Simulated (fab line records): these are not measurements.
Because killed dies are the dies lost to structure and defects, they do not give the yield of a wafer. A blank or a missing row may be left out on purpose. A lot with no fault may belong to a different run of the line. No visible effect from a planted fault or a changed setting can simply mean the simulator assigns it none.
Which tool is to blame? / flow sfq-line / 38 wafers sampled from 13 lots at 1 step of a route of 325

== WHAT THE GAUGES READ, wafer by wafer ==
No reading from a measuring or inspecting step in the record can be judged against a usual standard deviation.

== WHICH TOOL RAN EACH LOT (tool, then ch and the chambers of the sampled wafers, then the start) ==
lot=L157; SFQ_TRILAYER_A5B_DEP_PECVD_129=pecvd-03 ch 0,2, day 58 13:39
lot=L158; SFQ_TRILAYER_A5B_DEP_PECVD_129=pecvd-04 ch 0,1,2, day 58 16:03
lot=L159; SFQ_TRILAYER_A5B_DEP_PECVD_129=pecvd-03 ch 1,2, day 58 17:14
lot=L160; SFQ_TRILAYER_A5B_DEP_PECVD_129=pecvd-03 ch 0,2, day 59 04:02
lot=L167; SFQ_TRILAYER_A5B_DEP_PECVD_129=pecvd-03 ch 0,1, day 59 20:52
lot=L172; SFQ_TRILAYER_A5B_DEP_PECVD_129=pecvd-01 ch 0,1,2, day 62 10:02
lot=L173; SFQ_TRILAYER_A5B_DEP_PECVD_129=pecvd-03 ch 0,2, day 62 20:51
lot=L174; SFQ_TRILAYER_A5B_DEP_PECVD_129=pecvd-01 ch 0,2, day 64 06:37
lot=L175; SFQ_TRILAYER_A5B_DEP_PECVD_129=pecvd-03 ch 0,1,2, day 64 12:27
lot=L176; SFQ_TRILAYER_A5B_DEP_PECVD_129=pecvd-03 ch 0,1,2, day 65 02:50
lot=L177; SFQ_TRILAYER_A5B_DEP_PECVD_129=pecvd-01 ch 0,1, day 68 22:39
lot=L179; SFQ_TRILAYER_A5B_DEP_PECVD_129=pecvd-03 ch 0,1, day 69 08:14
lot=L180; SFQ_TRILAYER_A5B_DEP_PECVD_129=pecvd-03 ch 0,1,2, day 69 11:50
- SFQ_TRILAYER_A5B_DEP_PECVD_129: deposits SiO2 from SiH4/N2O, time 133.33 s, target thk 600 nm.

== AS READ BY THE TOOLS THEMSELVES (means over the sampled wafers that have a number; for cases with no such wafer, the mark the record gives instead) ==
SFQ_TRILAYER_A5B_DEP_PECVD_129.
lot=L157; tool=pecvd-03; heater-power-outer-w (W)=26; heater-power-w (W)=69; run-length-s (s)=162.0; susceptor-temp-C (C)=150.03; throttle-valve-pct (%)=26.5
lot=L158; tool=pecvd-04; heater-power-outer-w (W)=36; heater-power-w (W)=90; run-length-s (s)=161.2; susceptor-temp-C (C)=149.96; throttle-valve-pct (%)=24.4
lot=L159; tool=pecvd-03; heater-power-outer-w (W)=24; heater-power-w (W)=69; run-length-s (s)=161.1; susceptor-temp-C (C)=150.02; throttle-valve-pct (%)=26.7
lot=L160; tool=pecvd-03; heater-power-outer-w (W)=37; heater-power-w (W)=83; run-length-s (s)=161.6; susceptor-temp-C (C)=149.89; throttle-valve-pct (%)=25.9
lot=L167; tool=pecvd-03; heater-power-outer-w (W)=36; heater-power-w (W)=86; run-length-s (s)=149.2; susceptor-temp-C (C)=150.06; throttle-valve-pct (%)=25.8
lot=L172; tool=pecvd-01; heater-power-outer-w (W)=31; heater-power-w (W)=82; run-length-s (s)=161.4; susceptor-temp-C (C)=150.00; throttle-valve-pct (%)=23.9
lot=L173; tool=pecvd-03; heater-power-outer-w (W)=32; heater-power-w (W)=77; run-length-s (s)=161.8; susceptor-temp-C (C)=149.89; throttle-valve-pct (%)=25.9
lot=L174; tool=pecvd-01; heater-power-outer-w (W)=26; heater-power-w (W)=78; run-length-s (s)=161.7; susceptor-temp-C (C)=150.04; throttle-valve-pct (%)=22.9
lot=L175; tool=pecvd-03; heater-power-outer-w (W)=29; heater-power-w (W)=76; run-length-s (s)=161.7; susceptor-temp-C (C)=150.10; throttle-valve-pct (%)=26.3
lot=L176; tool=pecvd-03; heater-power-outer-w (W)=32; heater-power-w (W)=78; run-length-s (s)=161.5; susceptor-temp-C (C)=150.01; throttle-valve-pct (%)=26.3
lot=L177; tool=pecvd-01; heater-power-outer-w (W)=21; heater-power-w (W)=63; run-length-s (s)=161.1; susceptor-temp-C (C)=149.94; throttle-valve-pct (%)=24.5
lot=L179; tool=pecvd-03; heater-power-outer-w (W)=35; heater-power-w (W)=84; run-length-s (s)=161.2; susceptor-temp-C (C)=150.04; throttle-valve-pct (%)=26.0
lot=L180; tool=pecvd-03; heater-power-outer-w (W)=26; heater-power-w (W)=71; run-length-s (s)=161.6; susceptor-temp-C (C)=150.17; throttle-valve-pct (%)=26.4

== THE ANSWER, worked out from the rows above alone ==
Rule: the usual values come from the lots themselves. The widest of any qualifying gaps counts: lots, ordered by their means at a reading, are off when they make up no more than a third of the lots, leave a main group of 4 or more, and stand apart from it by 3 or more times the standard deviation of that group's means. A main group is skipped when, at the precision printed for the reading in the tables above, its means are all equal. A lot without any number at a reading at which 4 lots or more have one is off too. Any other lot the step has rows for is counted as sound. First the gauges in route order, then the tools' own readings, where a lot's mean is used as printed above. At the first step where some lot is off, the reading lying furthest off is the one used; lots without a number count as furthest.
Off: L167 (SFQ_TRILAYER_A5B_DEP_PECVD_129, run-length-s). For the main group the mean is 161.5 s and the standard deviation 0.28.
If a tool, at that step or one of the process steps before it, ran each lot that is off and ran no sound lot following the first of them, it fits. No candidate that was tried fits.

== WHAT HAD BEEN PUT IN BY THE SIMULATOR ==
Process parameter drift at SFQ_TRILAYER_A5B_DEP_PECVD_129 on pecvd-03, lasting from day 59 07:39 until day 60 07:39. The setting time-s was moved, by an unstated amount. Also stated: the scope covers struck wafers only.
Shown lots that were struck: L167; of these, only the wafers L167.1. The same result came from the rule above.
